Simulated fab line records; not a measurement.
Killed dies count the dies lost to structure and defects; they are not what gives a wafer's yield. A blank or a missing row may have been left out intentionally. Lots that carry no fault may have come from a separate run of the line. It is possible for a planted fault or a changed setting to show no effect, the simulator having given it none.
8D (eight disciplines) problem report, filled in by code | flow sky130 | the parts of the form that need people (team, actions taken, sign-off) are left out

## 1. THE ISSUE
Mean POLY_GATE_OXIDATION_THK at SKY_POLY_GATE_THK_MEAS_21: 5.89 nm over 9 wafers in 3 lots; fault-free wafers: 4.02 nm, standard deviation 0.074. That puts it +25 standard deviations away from the usual mean.
First seen on wafer L677.1, day 22 20:33, on film_metro-03. The record holds 30 wafers of 10 lots with a number at this step. By rule, "out" or "out of limits" means more than 4 standard deviations away from the usual mean. The rest of the wafers with a number are treated as sound.

## 2. WHAT IT IS, AND WHAT IT ISN'T
question                    | is                           | is not
which readings at this step | POLY_GATE_OXIDATION_THK      | -
which lots                  | L677, L679, L680             | L665, L666, L667, L668, L672, L682, L683
which wafers of those lots  | all that have a number       | -
read on which gauges        | film_metro-03, film_metro-04 | film_metro-01
when                        | from day 22 20:33            | up to then (15 sound wafers); but 6 sound wafers of L682, L683 came after

## 3. SUSPECTS, AND WHAT RULES EACH OUT
Counting: a tool at any process step up to the reading remains a suspect when it ran all the lots that are out and ran no sound lot after the first of those.
- the gauge at SKY_POLY_GATE_THK_MEAS_21: ruled out. Those wafers that are out were read across 2 gauges (film_metro-03, film_metro-04).
- furnace-02 at SKY_POLY_GATE_OXIDATION_20 (stabilise 600 s, purge 300 s, target thk 4 nm): kept. It processed each lot that is out, first L677 at day 22 19:18, and no sound lot thereafter; up to then, the last sound lot it processed was L672 at day 21 05:19. On those wafers its own readings are out: spike_tc_bottom_C, spike_tc_centre_C, spike_tc_lower_C, spike_tc_top_C, spike_tc_upper_C, zone_power_bottom_pct.
After counting, what remains is furnace-02 at SKY_POLY_GATE_OXIDATION_20.

## 4. THE CAUSE (what the simulator had put in)
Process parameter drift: furnace-02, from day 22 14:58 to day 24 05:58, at SKY_POLY_GATE_OXIDATION_20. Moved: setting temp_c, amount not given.
Counting left only this tool.

## 5. SEQUENCE OF EFFECTS, ordered by route
Rows list readings where the struck wafers' mean (over those with a number) sits beyond 3 standard deviations from the usual. Scope: only readings with a usual standard deviation given in the record; hours: median across lots of the time from each lot's start at the first step in this table that gives one to its start at this step; sigmas: change in usual standard deviations.
hours | step                       | reading                 | usual   | on struck wafers | change | sigmas
0     | SKY_POLY_GATE_OXIDATION_20 | spike_tc_bottom_C       | 866.1 C | 896.1            | +30.0  | +15
0     | SKY_POLY_GATE_OXIDATION_20 | spike_tc_centre_C       | 849.8 C | 881.2            | +31.4  | +32
0     | SKY_POLY_GATE_OXIDATION_20 | spike_tc_lower_C        | 850.8 C | 882.5            | +31.7  | +29
0     | SKY_POLY_GATE_OXIDATION_20 | spike_tc_top_C          | 861.5 C | 894.3            | +32.8  | +25
0     | SKY_POLY_GATE_OXIDATION_20 | spike_tc_upper_C        | 848.6 C | 880.3            | +31.7  | +29
0     | SKY_POLY_GATE_OXIDATION_20 | zone_power_bottom_pct   | 26.4 %  | 28.6             | +2.2   | +7.4
1     | SKY_POLY_GATE_THK_MEAS_21  | POLY_GATE_OXIDATION_THK | 4.02 nm | 5.89             | +1.87  | +25
Process steps it contains:
- SKY_POLY_GATE_OXIDATION_20: stabilise 600 s, purge 300 s, target thk 4 nm.

## 6. HOW IT WOULD HAVE BEEN CAUGHT EARLIER
Counted from the fault's start at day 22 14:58, it took 6 hours until the first out-of-limits reading at a measuring or inspecting step in this record, taken at day 22 20:33.
The tool's own readings at SKY_POLY_GATE_OXIDATION_20 were out on every struck wafer that the step has a row for (spike_tc_bottom_C, spike_tc_centre_C, spike_tc_lower_C, spike_tc_top_C, spike_tc_upper_C, zone_power_bottom_pct): an alarm limit on them would have fired on the first of those.
Among the 3 lots that are out, L679, L680 began SKY_POLY_GATE_OXIDATION_20 on furnace-02 after day 22 20:33. A hold on the tool at that time would have spared those 2.
